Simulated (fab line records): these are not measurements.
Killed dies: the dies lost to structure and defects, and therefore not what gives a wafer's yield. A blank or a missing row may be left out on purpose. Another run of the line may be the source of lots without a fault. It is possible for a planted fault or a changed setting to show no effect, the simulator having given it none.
Problem report, 8D (eight disciplines) form, completed by code | flow sky130 | the parts of the form that need people (team, actions taken, sign-off) are left out

1. THE ISSUE
Across 6 wafers from 2 lots, PWDE_RS at SKY_NWELL_RS_MEAS_31 averages 5383 ohm/sq, while fault-free wafers read 5279 ohm/sq with a standard deviation of 17. Relative to the usual mean, that is a shift of +6.1 standard deviations.
The step: measures by four-point-probe.
The first sign was on wafer L515.1 at day 8 15:38, on filmMetro-01. Wafers with a number at this step in the record: 36, from 12 lots. The rule behind "out" and "out of limits": a value lying over 4 standard deviations away from the usual mean. Any other wafer with a number is counted as sound.

2. WHAT IT IS, AND WHAT IT ISN'T
question                    | is                         | is not
which readings at this step | PWDE_RS                    | -
which lots                  | L515, L517                 | L501, L503, L504, L507, L508, L511, L519, L521, L523, L524
which wafers of those lots  | all that have a number     | -
read on which gauges        | filmMetro-01, filmMetro-03 | filmMetro-02
when                        | from day 8 15:38           | up to then (18 sound wafers); but 12 sound wafers of L519, L521, L523, L524 came after

3. WHAT RULES OUT EACH SUSPECT
Counting: a tool at a process step up to the reading stays a suspect if it ran every lot that is out and no sound lot after the first of them.
- the gauge at SKY_NWELL_RS_MEAS_31 has been ruled out. Those wafers that are out were read across 2 gauges (filmMetro-01, filmMetro-03).
- implanter-01 at SKY_PWDE_IMPLANT_08: kept. It ran every lot that is out, first L515 (day 6 22:59), and no sound lot after that; its last sound lot up to then is L508 (day 5 08:34). On those wafers its own readings are out: doseIonsCm2.
Left after counting: implanter-01 at SKY_PWDE_IMPLANT_08.

4. THE CAUSE (what the simulator had put in)
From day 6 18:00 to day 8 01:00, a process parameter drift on implanter-01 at SKY_PWDE_IMPLANT_08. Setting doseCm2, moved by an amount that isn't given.
Only this tool survived the counting.

5. THE EFFECT CHAIN, in route order
Each row: a reading whose mean over the struck wafers that have a number lies more than 3 standard deviations from the usual. Only readings for which the record gives a usual standard deviation are gone through. hours: the time from each lot's start at the first step in this table that gives one to its start at this step, as a median over the lots. sigmas: the change in usual standard deviations.
hours | step                 | reading     | usual       | on struck wafers | change   | sigmas
0     | SKY_PWDE_IMPLANT_08  | doseIonsCm2 | 3.6e+12     | 3.5e+12          | -8.2e+10 | -20
42    | SKY_NWELL_RS_MEAS_31 | PWDE_RS     | 5279 ohm/sq | 5383             | +104     | +6.1
Its process steps:
- SKY_PWDE_IMPLANT_08
Later steps that measure or inspect, where all struck wafers having a row at the step show a number for every such reading and not one has moved that far: SKY_VT_ADJUST_PCH_OVL_MEAS_07.

6. WHAT WOULD HAVE CAUGHT IT SOONER
In this record the first reading out of limits at a measuring or inspecting step was taken at day 8 15:38, 46 hours after the fault began at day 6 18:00.
The tool's own readings at SKY_PWDE_IMPLANT_08 were out on every struck wafer that the step has a row for (doseIonsCm2): an alarm limit on them would have fired on the first of those.
By day 8 15:38, every lot that is out (2) had started SKY_PWDE_IMPLANT_08 on implanter-01. Holding the tool at that point would not have protected any of them.
